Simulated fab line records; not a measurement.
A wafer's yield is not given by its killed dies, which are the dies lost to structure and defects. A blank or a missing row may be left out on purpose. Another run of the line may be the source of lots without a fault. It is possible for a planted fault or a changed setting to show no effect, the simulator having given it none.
The tool behind it: which one? | flow gf180mcu | 13 lots, 39 wafers sampled, at 2 steps of a route of 602

## WHAT EACH GAUGE READ, for each wafer
GF_V2_THK_MEAS_01. Usual: V2_CVD_00_THK typically reads 603 nm, with standard deviation 5.5.
lot  | measured     | on           | V2_CVD_00_THK (nm) | flag
L672 | day 19 13:44 | filmMetro-01 | 612 609 613        | 
L674 | day 20 08:03 | filmMetro-02 | 601 606 598        | 
L678 | day 22 01:55 | filmMetro-01 | 603 599 595        | 
L679 | day 22 09:09 | filmMetro-04 | 608 615 611        | 
L685 | day 25 01:22 | filmMetro-02 | 602 613 602        | 
L687 | day 25 09:35 | filmMetro-04 | 605 605 593        | 
L686 | day 25 11:01 | filmMetro-04 | 605 598 603        | 
L688 | day 25 13:27 | filmMetro-04 | 593 594 595        | 
L689 | day 25 16:03 | filmMetro-02 | 615 606 599        | 
L690 | day 25 22:42 | filmMetro-04 | 596 594 595        | 
L691 | day 26 15:38 | filmMetro-02 | 600 609 595        | 
L692 | day 26 22:13 | filmMetro-04 | 599 597 602        | 
L693 | day 27 06:30 | filmMetro-02 | 606 604 600        | 

GF_V2_CD_MEAS_14 targets a cd of 260 nm. Usual: cdNm 260.0 nm, standard deviation 1.3.
lot  | measured     | on       | cdNm (nm)         | flag
L672 | day 20 14:49 | cdSem-02 | 259.6 259.4 260.7 | 
L674 | day 21 08:52 | cdSem-02 | 260.1 259.6 260.3 | 
L678 | day 23 01:30 | cdSem-02 | 260.2 260.7 259.7 | 
L679 | day 23 08:54 | cdSem-02 | 260.3 259.8 259.9 | 
L685 | day 25 23:18 | cdSem-01 | 259.4 260.0 259.4 | 
L687 | day 26 07:51 | cdSem-02 | 257.2 258.0 256.4 | 
L686 | day 26 08:50 | cdSem-01 | 260.8 260.4 260.8 | 
L688 | day 26 11:07 | cdSem-01 | 260.3 259.4 260.4 | 
L689 | day 26 13:37 | cdSem-02 | 260.0 260.2 257.7 | 
L690 | day 26 19:55 | cdSem-02 | 259.6 258.3 259.6 | 
L691 | day 27 12:27 | cdSem-02 | 259.2 260.2 260.9 | 
L692 | day 27 18:39 | cdSem-02 | 258.6 258.9 258.8 | 
L693 | day 28 02:16 | cdSem-01 | 259.4 259.6 259.2 | 

## WHICH TOOL RAN EACH LOT (tool, then ch and the chambers of the sampled wafers, then the start)
Record: no process step prior to these readings.

## WHAT THE TOOLS THEMSELVES READ (means of the sampled wafers that have a number; where no wafer has one, the mark that the record gives instead)
The record holds no such reading with a usual standard deviation.

## THE ANSWER, worked out from the rows above alone
Rule: take the mean of a lot's wafers that have a number; if it is more than 3 standard deviations from the usual mean, the lot is off. A lot without any number at a reading at which 4 lots or more have one is off too. Any other lot the step has rows for is counted as sound. First the gauges in route order, then the tools' own readings, where a lot's mean is used as printed above. At the first step where some lot is off, the reading lying furthest off is the one used; lots without a number count as furthest.
No lot is off at any reading shown: from this, nothing can be told.

## WHAT THE SIMULATOR HAD INSERTED
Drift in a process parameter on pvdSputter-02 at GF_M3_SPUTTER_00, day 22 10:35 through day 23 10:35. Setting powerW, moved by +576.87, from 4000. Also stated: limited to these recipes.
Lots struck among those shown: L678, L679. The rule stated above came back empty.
